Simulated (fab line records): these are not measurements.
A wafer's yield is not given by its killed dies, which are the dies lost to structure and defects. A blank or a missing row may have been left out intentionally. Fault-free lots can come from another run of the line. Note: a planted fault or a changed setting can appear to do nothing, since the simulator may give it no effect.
Chamber matching	flow gf180mcu	rie_si-01 running GF_POLY_GATE_ETCH_13: 4 sister chambers
The step etches poly-Si in HBr/Cl2, stops on SiO2, target depth 198.5 nm, time 69.6 s. 8 wafers are shown with their chamber, then 8 later ones without.

## EACH WAFER AND ITS CHAMBER
wafer	chamber	oes_product_au (a.u.)	run_length_s (s)
L862.3	3	1.013	97.7
L863.6	1	0.988	98.0
L865.1	2	0.994	98.1
L865.4	1	0.988	97.8
L867.1	3	1.004	98.1
L867.3	2	0.984	98.1
L867.4	0	0.986	97.7
L868.1	0	0.996	97.8

## WAFERS WITHOUT THEIR CHAMBER
wafer	oes_product_au (a.u.)	run_length_s (s)
L868.4	0.988	97.9
L868.6	0.978	98.2
L879.2	1.005	98.3
L879.3	1.000	97.8
L879.4	0.995	98.2
L881.1	0.991	97.8
L881.2	1.000	98.3
L881.5	1.000	97.9

## WHICH CHAMBER EACH WENT THROUGH
wafer	from the rows above	in truth
L868.4	can't be placed: 1 or 0 or 2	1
L868.6	can't be placed: 2 or 1 or 0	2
L879.2	can't be placed: 3 or 2 or 1 or 0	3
L879.3	can't be placed: 0 or 3 or 1 or 2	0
L879.4	can't be placed: 2 or 1 or 0 or 3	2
L881.1	can't be placed: 0 or 1 or 2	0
L881.2	can't be placed: 2 or 3 or 1 or 0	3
L881.5	can't be placed: 3 or 0 or 1 or 2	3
Correct placement for 0 of the 8. Can't be placed from these rows: 8 (the true chamber is among the candidates in 8). Number placed wrongly: 0.
How it was worked out, from the rows above alone: a wafer's distance from a chamber is the root of the sum, over the readings, of the square of ((its reading less the chamber's mean) divided by the reading's scatter). If the next closest chamber is less than 2 further off than the closest, the wafer can't be placed; otherwise it belongs to the closest. Each chamber's mean is taken over the wafers shown for it. The scatter is the square root of a quotient: the sum, over the shown wafers, of each reading's squared deviation from its chamber's mean, divided by wafers minus chambers.
